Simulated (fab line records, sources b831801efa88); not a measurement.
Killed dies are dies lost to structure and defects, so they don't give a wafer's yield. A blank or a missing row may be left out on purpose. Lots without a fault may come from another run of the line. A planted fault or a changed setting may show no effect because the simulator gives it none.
Which tool did it? | flow gf180mcu | 12 lots, 36 wafers sampled, at 3 steps of a route of 602

WHAT THE GAUGES READ, wafer by wafer
GF_M3_OVL_MEAS_15.
lot  | measured     | on         | M3_OVL (nm)
L075 | day 21 23:37 | overlay-01 | -6 -4 -2
L077 | day 22 09:29 | overlay-01 | 4 -1 -1
L079 | day 23 05:41 | overlay-02 | -8 -1 -4
L081 | day 24 03:41 | overlay-02 | 3 4 0
L083 | day 24 10:32 | overlay-01 | 0 -9 -7
L085 | day 25 06:41 | overlay-01 | 2 -1 -2
L087 | day 25 23:59 | overlay-01 | -6 -4 -5
L089 | day 27 01:36 | overlay-02 | 1 -2 0
L091 | day 27 04:57 | overlay-02 | 5 5 1
L094 | day 28 01:56 | overlay-01 | -6 -8 -13
L095 | day 28 06:02 | overlay-01 | -5 -7 -3
L097 | day 28 22:23 | overlay-02 | -1 -5 2

WHICH TOOL RAN EACH LOT (tool, then ch and the chambers of the sampled wafers, then the start)
lot  | GF_V1_ETCH_17                                 | GF_V1_STRIP_18
L075 | rie_diel-02 ch 0,1,3, day 18 19:07 or earlier | plasma_asher-02 ch 0,1, day 18 19:07
L077 | rie_diel-01 ch 0,1,3, day 19 05:49 or earlier | plasma_asher-04 ch 0,1, day 19 05:49
L079 | rie_diel-01 ch 0,1,3, day 20 01:26 or earlier | plasma_asher-02 ch 0,1, day 20 01:26
L081 | rie_diel-03 ch 0,1,3, day 21 00:52 or earlier | plasma_asher-01 ch 0,1, day 21 00:52
L083 | rie_diel-02 ch 0,1,2, day 21 09:13 or earlier | plasma_asher-01 ch 0,1, day 21 09:13
L085 | rie_diel-02 ch 1,3, day 22 06:28 or earlier   | plasma_asher-04 ch 0, day 22 06:28
L087 | rie_diel-02 ch 0,1,2, day 23 01:25 or earlier | plasma_asher-04 ch 0,1, day 23 01:25
L089 | rie_diel-03 ch 0,3, day 24 05:32 or earlier   | plasma_asher-01 ch 0,1, day 24 05:32
L091 | rie_diel-01 ch 1,2,3, day 24 08:49 or earlier | plasma_asher-02 ch 0,1, day 24 08:49
L094 | rie_diel-01 ch 1,2,3, day 25 07:34 or earlier | plasma_asher-01 ch 0,1, day 25 07:34
L095 | rie_diel-01 ch 0,1, day 25 12:25 or earlier   | plasma_asher-04 ch 0,1, day 25 12:25
L097 | rie_diel-02 ch 0,1, day 26 05:40 or earlier   | plasma_asher-01 ch 0,1, day 26 05:40
- GF_V1_ETCH_17: etches SiO2 in C4F8/O2/Ar, stops on TiN, target depth 630 nm.
- GF_V1_STRIP_18: strips in O2/N2.

THE ANSWER, worked out from the rows above alone
Rule: what is usual is taken from the lots themselves. Put in order of their means at a reading, lots are off if they are a third of the lots or fewer, leave a main group of 4 or more, and stand apart from it by a gap of 3 or more times the standard deviation of the main group's means; of several such gaps the widest counts. A main group whose means are all the same, to the digits that the tables above print for the reading, isn't used. A lot without any number at a reading at which 4 lots or more have one is off too. The other lots that the step has rows for count as sound.
No lot is off at any reading shown: from this, nothing can be told.

WHAT THE SIMULATOR HAD PUT IN
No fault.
